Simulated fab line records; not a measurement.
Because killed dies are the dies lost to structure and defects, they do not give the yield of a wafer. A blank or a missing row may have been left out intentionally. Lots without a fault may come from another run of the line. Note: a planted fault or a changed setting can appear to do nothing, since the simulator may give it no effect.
Problem report, 8D (eight disciplines) form, completed by code + flow gf180mcu + the parts of the form that need people (team, actions taken, sign-off) are left out

== 1. THE ISSUE ==
Mean of cd-nm at GF_V3_CD_MEAS_14: 245.0 nm across 6 wafers in 2 lots; on wafers with no fault it is 260.1 nm (standard deviation 1.2). Measured from the usual mean, that is -13 standard deviations.
The step: target cd 260 nm.
Seen first at day 24 21:25 on cd-sem-02, wafer L234.2. At this step, 33 wafers from 11 lots have a number in the record. Rule for "out", or "out of limits": more than 4 standard deviations from the usual mean. All remaining wafers that have a number are taken as sound.

== 2. WHAT IT IS, WHAT IT ISN'T ==
| question                    | is                     | is not                                                                                                  |
|-----------------------------|------------------------|---------------------------------------------------------------------------------------------------------|
| which readings at this step | cd-nm                  | -                                                                                                       |
| which lots                  | L234, L236             | L227, L231, L235, L243, L244, L246, L248, L249, L250                                                    |
| which wafers of those lots  | all that have a number | -                                                                                                       |
| read on which gauges        | cd-sem-01, cd-sem-02   | -                                                                                                       |
| when                        | from day 24 21:25      | up to then (6 sound wafers); but 21 sound wafers of L235, L243, L244, L246, L248, L249, L250 came after |

== 3. WHAT RULES OUT EACH SUSPECT ==
Counting: a tool stays on the suspect list if, at a process step up to the reading, it processed all lots that are out and no sound lot following the first of them.
- ruled out: the gauge at GF_V3_CD_MEAS_14. Those wafers that are out were read across 2 gauges (cd-sem-01, cd-sem-02).
- cmp-02 at GF_V2_CMP_26 (polishes, stops on SiO2, t overpolish 15 s, target thk 0 nm): ruled out as a lasting fault. Sound lots L235, L249 ran on it after its first lot that is out, L234 (day 22 22:23).
- litho-track-01 at GF_V3_PEB_12 (peb time 90 s): ruled out as a lasting fault. Sound lots L243, L244, L248 ran on it after its first lot that is out, L234 (day 24 21:05).
Left after counting: nothing in the record.

== 4. THE CAUSE (what the simulator had put in) ==
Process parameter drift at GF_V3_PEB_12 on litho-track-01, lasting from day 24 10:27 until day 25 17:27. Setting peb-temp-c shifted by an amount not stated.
It was ruled out by counting, in error; the rule expects a fault to strike all lots run on its tool from its start on, and this fault did not.

== 5. SEQUENCE OF EFFECTS, ordered by route ==
Each row: a reading whose mean over the struck wafers that have a number lies more than 3 standard deviations from the usual. Scope: only readings with a usual standard deviation given in the record; hours: median across lots of the time from each lot's start at the first step in this table that gives one to its start at this step; sigmas: change in usual standard deviations.
| hours | step             | reading              | usual    | on struck wafers | change | sigmas |
|-------|------------------|----------------------|----------|------------------|--------|--------|
| 0     | GF_V3_PEB_12     | heater-power-total-W | 85.69 W  | 81.75            | -3.94  | -46    |
| 0     | GF_V3_PEB_12     | plate-temp-C         | 135.01 C | 130.33           | -4.68  | -29    |
| 0     | GF_V3_CD_MEAS_14 | cd-nm                | 260.1 nm | 245.0            | -15.1  | -13    |
It contains these process steps:
- GF_V3_PEB_12: peb time 90 s.

== 6. WHAT WOULD HAVE CAUGHT IT SOONER ==
In this record the first reading out of limits at a measuring or inspecting step was taken at day 24 21:25, 11 hours after the fault began at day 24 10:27.
At GF_V3_PEB_12, the tool's own readings (heater-power-total-W, plate-temp-C) were out on each struck wafer the step has a row for, so an alarm limit on them would have fired on the first such wafer.
